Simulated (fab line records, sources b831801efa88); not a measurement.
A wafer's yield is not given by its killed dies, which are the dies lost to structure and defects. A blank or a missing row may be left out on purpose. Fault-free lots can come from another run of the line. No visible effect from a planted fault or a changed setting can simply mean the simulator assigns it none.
The tool behind it: which one? | flow sky130 | 24 lots with 72 wafers sampled at 5 steps, on a route of 708 steps

## WHAT EACH GAUGE READ, for each wafer
SKY_VT_ADJUST_HVTR_CD_MEAS_07 targets a cd of 380 nm. Usual: 379.5 nm for cdNm, sd 2.5.
lot  | measured     | on       | cdNm (nm)         | flag
L074 | day 9 11:37  | cdSem-02 | 380.0 379.7 378.7 | 
L075 | day 9 21:04  | cdSem-02 | 379.2 379.0 380.8 | 
L076 | day 10 04:04 | cdSem-02 | 381.4 381.8 381.3 | 
L077 | day 10 13:29 | cdSem-01 | 381.4 380.5 380.7 | 
L078 | day 10 21:04 | cdSem-02 | 379.4 379.7 380.6 | 
L079 | day 11 08:14 | cdSem-02 | 378.6 381.3 378.8 | 
L080 | day 11 09:31 | cdSem-01 | 378.2 377.3 377.0 | 
L081 | day 11 20:08 | cdSem-02 | 377.2 379.8 373.7 | 
L082 | day 12 01:08 | cdSem-02 | 382.3 381.5 381.0 | 
L083 | day 12 04:37 | cdSem-02 | 378.9 378.8 384.1 | 
L084 | day 12 12:37 | cdSem-01 | 383.0 380.6 385.9 | 
L085 | day 12 23:56 | cdSem-02 | 376.9 378.4 376.9 | 
L086 | day 13 07:44 | cdSem-02 | 378.2 380.3 378.5 | 
L087 | day 13 13:02 | cdSem-01 | 374.1 374.3 374.1 | 
L088 | day 13 19:58 | cdSem-01 | 375.8 380.1 379.6 | 
L089 | day 14 01:56 | cdSem-01 | 381.2 380.1 378.3 | 
L090 | day 14 11:52 | cdSem-02 | 378.5 378.6 376.0 | 
L091 | day 14 20:14 | cdSem-01 | 378.2 381.7 379.2 | 
L092 | day 15 03:58 | cdSem-01 | 376.7 375.3 376.5 | 
L093 | day 15 08:11 | cdSem-02 | 383.9 383.3 382.7 | 
L094 | day 15 18:13 | cdSem-02 | 383.8 382.4 383.6 | 
L095 | day 15 23:01 | cdSem-02 | 376.3 379.3 379.1 | 
L096 | day 16 04:07 | cdSem-01 | 380.5 378.8 379.5 | 
L097 | day 16 15:03 | cdSem-02 | 379.0 379.0 378.8 | 

SKY_CAPM_RS_MEAS_03: measurement is done with a four-point probe. Usual: CAPM_TIN_RS 6.91 ohm/sq, standard deviation 0.086.
lot  | measured     | on           | CAPM_TIN_RS (ohm/sq) | flag
L074 | day 36 10:42 | filmMetro-02 | 6.86 6.84 6.82       | 
L075 | day 37 06:04 | filmMetro-03 | 7.02 6.99 7.05       | 
L076 | day 37 12:06 | filmMetro-03 | 6.85 6.97 6.93       | 
L077 | day 37 14:14 | filmMetro-01 | 7.04 6.87 6.96       | 
L078 | day 37 21:24 | filmMetro-02 | 6.83 6.78 6.95       | 
L079 | day 38 08:02 | filmMetro-01 | 6.99 7.01 7.07       | 
L080 | day 38 09:59 | filmMetro-03 | 6.97 6.91 6.87       | 
L081 | day 38 21:58 | filmMetro-03 | 6.80 6.75 6.98       | 
L082 | day 39 08:59 | filmMetro-02 | 7.00 6.86 7.01       | 
L083 | day 39 09:17 | filmMetro-01 | 6.88 6.86 6.85       | 
L084 | day 39 17:29 | filmMetro-03 | 7.01 6.99 7.00       | 
L085 | day 40 01:50 | filmMetro-02 | 6.83 6.91 6.81       | 
L086 | day 40 09:11 | filmMetro-03 | 6.81 6.84 7.03       | 
L087 | day 40 14:54 | filmMetro-01 | 6.75 6.71 6.74       | 
L088 | day 40 23:00 | filmMetro-01 | 7.01 6.88 6.82       | 
L089 | day 41 10:01 | filmMetro-01 | 7.01 6.79 6.93       | 
L090 | day 41 13:31 | filmMetro-02 | 6.83 6.91 6.86       | 
L091 | day 41 18:54 | filmMetro-02 | 6.81 6.84 6.86       | 
L092 | day 42 00:05 | filmMetro-03 | 6.98 7.04 6.93       | 
L093 | day 42 02:45 | filmMetro-01 | 7.07 6.91 6.96       | 
L094 | day 42 09:59 | filmMetro-01 | 6.82 7.00 6.96       | 
L095 | day 42 15:11 | filmMetro-01 | 6.93 6.98 6.95       | 
L096 | day 42 20:35 | filmMetro-01 | 6.82 6.85 6.83       | 
L097 | day 43 05:56 | filmMetro-02 | 6.81 6.85 6.90       | 

SKY_CAPM_OVL_MEAS_12. Usual: CAPM_OVL 0.0 nm, standard deviation 1.3.
lot  | measured     | on         | CAPM_OVL (nm)  | flag
L074 | day 37 11:37 | overlay-02 | -0.8 0.2 -0.4  | 
L075 | day 38 07:10 | overlay-01 | -0.1 -1.0 0.4  | 
L076 | day 38 12:16 | overlay-01 | -0.2 -0.2 -0.3 | 
L077 | day 38 15:14 | overlay-01 | 0.7 0.8 0.6    | 
L078 | day 38 22:22 | overlay-01 | 1.4 0.9 1.2    | 
L079 | day 39 09:22 | overlay-02 | -1.7 -1.2 0.1  | 
L080 | day 39 10:22 | overlay-02 | -0.2 2.4 1.6   | 
L081 | day 39 22:40 | overlay-02 | 1.0 -0.3 0.3   | 
L082 | day 40 09:40 | overlay-02 | -1.1 -0.8 -0.7 | 
L083 | day 40 10:55 | overlay-01 | -0.9 -0.9 -1.5 | 
L084 | day 40 19:28 | overlay-02 | 0.2 0.4 -0.1   | 
L085 | day 41 03:25 | overlay-01 | -1.2 -0.1 0.4  | 
L086 | day 41 10:04 | overlay-02 | -0.8 0.8 -0.9  | 
L087 | day 41 15:16 | overlay-02 | -0.7 -1.5 -0.5 | 
L088 | day 41 22:55 | overlay-01 | 2.5 1.4 0.8    | 
L089 | day 42 08:58 | overlay-02 | 2.9 0.1 2.1    | 
L090 | day 42 13:25 | overlay-02 | 1.6 1.5 0.6    | 
L091 | day 42 18:19 | overlay-02 | -0.9 -0.7 -0.6 | 
L092 | day 42 23:25 | overlay-01 | -1.0 -1.0 0.3  | 
L093 | day 43 01:10 | overlay-01 | 0.4 2.0 3.3    | 
L094 | day 43 08:43 | overlay-01 | -1.4 -1.3 -2.0 | 
L095 | day 43 13:49 | overlay-02 | 0.6 -0.8 -0.1  | 
L096 | day 43 18:56 | overlay-01 | 0.7 0.1 2.3    | 
L097 | day 44 03:26 | overlay-01 | -1.3 -3.4 -2.4 | 

## WHAT TOOL EACH LOT RAN ON (gives the tool, then ch and the chambers of the sampled wafers, and finally the start)
lot  | SKY_POLY_GATE_ETCH_16             | SKY_VIA2_ETCH_15
L074 | rieDiel-01 ch 0,2,3, day 16 10:40 | rieDiel-02 ch 0,1,2, day 36 09:01
L075 | rieDiel-02 ch 1,2, day 17 00:19   | rieDiel-03 ch 0,2,3, day 37 04:19
L076 | rieDiel-01 ch 0,2,3, day 17 11:44 | rieDiel-02 ch 0,1,3, day 37 10:04
L077 | rieDiel-04 ch 0,1,3, day 17 18:19 | rieDiel-02 ch 1,2,3, day 37 12:09
L078 | rieDiel-01 ch 0,2,3, day 18 03:44 | rieDiel-04 ch 1,2,3, day 37 19:43
L079 | rieDiel-04 ch 0,2,3, day 18 15:19 | rieDiel-03 ch 1,2, day 38 06:19
L080 | rieDiel-02 ch 0,1, day 18 17:35   | rieDiel-02 ch 0,1,3, day 38 08:18
L081 | rieDiel-01 ch 0,2,3, day 19 08:38 | rieDiel-02 ch 1,2,3, day 38 20:16
L082 | rieDiel-01 ch 0,2,3, day 19 17:36 | rieDiel-03 ch 2,3, day 39 07:16
L083 | rieDiel-01 ch 2,3, day 20 00:37   | rieDiel-02 ch 0,1,3, day 39 07:37
L084 | rieDiel-01 ch 0,2,3, day 20 09:30 | rieDiel-04 ch 2,3, day 39 15:46
L085 | rieDiel-04 ch 0,2,3, day 20 19:18 | rieDiel-02 ch 0,2,3, day 40 00:09
L086 | rieDiel-02 ch 0,1,3, day 21 04:43 | rieDiel-03 ch 1,2, day 40 07:22
L087 | rieDiel-01 ch 0,1,2, day 21 10:56 | rieDiel-04 ch 0,2, day 40 13:09
L088 | rieDiel-02 ch 0,1,3, day 21 19:06 | rieDiel-02 ch 0,1,2, day 40 21:19
L089 | rieDiel-01 ch 0,1,3, day 22 05:10 | rieDiel-04 ch 0,1,3, day 41 08:19
L090 | rieDiel-01 ch 0,1,3, day 22 09:52 | rieDiel-02 ch 2,3, day 41 11:46
L091 | rieDiel-02 ch 0,2, day 22 22:41   | rieDiel-03 ch 0,2, day 41 17:09
L092 | rieDiel-01 ch 0,1,2, day 23 05:49 | rieDiel-04 ch 0,1,3, day 41 22:24
L093 | rieDiel-02 ch 0,2,3, day 23 08:48 | rieDiel-04 ch 1,2,3, day 42 01:03
L094 | rieDiel-01 ch 2,3, day 23 18:14   | rieDiel-03 ch 0,3, day 42 08:19
L095 | rieDiel-01 ch 0,2,3, day 24 00:06 | rieDiel-03 ch 0,2,3, day 42 13:28
L096 | rieDiel-02 ch 0,1,3, day 24 06:02 | rieDiel-03 ch 2,3, day 42 18:52
L097 | rieDiel-04 ch 2,3, day 24 19:14   | rieDiel-04 ch 2,3, day 43 04:13
- SKY_POLY_GATE_ETCH_16: etches Si3N4 in CH3F/O2, stops on poly-Si, time 147.5 s, target depth 75 nm.
- SKY_VIA2_ETCH_15: etches SiO2 in C4F8/O2/Ar, stops on TiN, target depth 546 nm, time 84 s.

## AS READ BY THE TOOLS THEMSELVES (means over the sampled wafers that have a number; for cases with no such wafer, the mark the record gives instead)
SKY_POLY_GATE_ETCH_16. Usual: biasW 79.99 W, standard deviation 0.25; drypumpMotorCurrentA 5.8 A, standard deviation 0.36; oesProductAu 0.642 a.u., standard deviation 0.0046; throttleValvePct 10.535 %, standard deviation 0.0086.
lot  | tool       | biasW (W) | drypumpMotorCurrentA (A) | oesProductAu (a.u.) | throttleValvePct (%) | flag
L074 | rieDiel-01 | 80.10     | 5.8                      | 0.642               | 10.538               | 
L075 | rieDiel-02 | 79.82     | 6.4                      | 0.644               | 10.532               | 
L076 | rieDiel-01 | 79.95     | 5.9                      | 0.639               | 10.541               | 
L077 | rieDiel-04 | 80.17     | 5.9                      | 0.642               | 10.532               | 
L078 | rieDiel-01 | 79.97     | 5.9                      | 0.639               | 10.533               | 
L079 | rieDiel-04 | 79.89     | 6.1                      | 0.644               | 10.538               | 
L080 | rieDiel-02 | 79.85     | 5.9                      | 0.640               | 10.535               | 
L081 | rieDiel-01 | 80.17     | 5.8                      | 0.638               | 10.536               | 
L082 | rieDiel-01 | 79.97     | 5.9                      | 0.642               | 10.538               | 
L083 | rieDiel-01 | 80.00     | 5.9                      | 0.640               | 10.542               | 
L084 | rieDiel-01 | 80.02     | 5.9                      | 0.644               | 10.546               | 
L085 | rieDiel-04 | 80.00     | 6.0                      | 0.641               | 10.534               | 
L086 | rieDiel-02 | 80.14     | 5.6                      | 0.648               | 10.537               | 
L087 | rieDiel-01 | 80.18     | 5.7                      | 0.640               | 10.534               | 
L088 | rieDiel-02 | 79.89     | 5.6                      | 0.644               | 10.528               | 
L089 | rieDiel-01 | 79.84     | 5.8                      | 0.639               | 10.537               | 
L090 | rieDiel-01 | 80.07     | 5.8                      | 0.642               | 10.525               | 
L091 | rieDiel-02 | 80.11     | 5.5                      | 0.643               | 10.521               | 
L092 | rieDiel-01 | 80.14     | 5.7                      | 0.640               | 10.541               | 
L093 | rieDiel-02 | 80.00     | 5.7                      | 0.643               | 10.540               | 
L094 | rieDiel-01 | 79.95     | 5.7                      | 0.648               | 10.527               | 
L095 | rieDiel-01 | 79.93     | 5.8                      | 0.641               | 10.529               | 
L096 | rieDiel-02 | 80.00     | 5.6                      | 0.644               | 10.541               | 
L097 | rieDiel-04 | 79.61     | 6.1                      | 0.642               | 10.536               | 

SKY_VIA2_ETCH_15. Usual: biasW 1200 W, standard deviation 3.6; oesProductAu 0.940 a.u., standard deviation 0.0043.
lot  | tool       | biasW (W) | oesProductAu (a.u.) | flag
L074 | rieDiel-02 | 1198      | 0.942               | 
L075 | rieDiel-03 | 1196      | 0.939               | 
L076 | rieDiel-02 | 1200      | 0.938               | 
L077 | rieDiel-02 | 1198      | 0.944               | 
L078 | rieDiel-04 | 1200      | 0.940               | 
L079 | rieDiel-03 | 1197      | 0.939               | 
L080 | rieDiel-02 | 1197      | 0.940               | 
L081 | rieDiel-02 | 1202      | 0.941               | 
L082 | rieDiel-03 | 1201      | 0.934               | 
L083 | rieDiel-02 | 1199      | 0.945               | 
L084 | rieDiel-04 | 1201      | 0.935               | 
L085 | rieDiel-02 | 1200      | 0.938               | 
L086 | rieDiel-03 | 1196      | 0.942               | 
L087 | rieDiel-04 | 1198      | 0.941               | 
L088 | rieDiel-02 | 1202      | 0.940               | 
L089 | rieDiel-04 | 1198      | 0.939               | 
L090 | rieDiel-02 | 1200      | 0.941               | 
L091 | rieDiel-03 | 1196      | 0.939               | 
L092 | rieDiel-04 | 1204      | 0.938               | 
L093 | rieDiel-04 | 1198      | 0.938               | 
L094 | rieDiel-03 | 1198      | 0.940               | 
L095 | rieDiel-03 | 1200      | 0.939               | 
L096 | rieDiel-03 | 1199      | 0.938               | 
L097 | rieDiel-04 | 1200      | 0.940               | 

## THE ANSWER, worked out from the rows above alone
Rule: take the mean of a lot's wafers that have a number; if it is more than 3 standard deviations from the usual mean, the lot is off. Also off: a lot with no number at a reading for which 4 or more lots have one. The other lots that the step has rows for count as sound. The gauges are gone through in route order, then the tools' own readings, and for those a lot's mean is taken as printed above. The first step at which some lot is off is used, and at that step the reading that is off furthest; a lot without a number counts as furthest.
Across all readings shown, no lot is off: no conclusion can be drawn from this.

## WHAT THE SIMULATOR PUT IN
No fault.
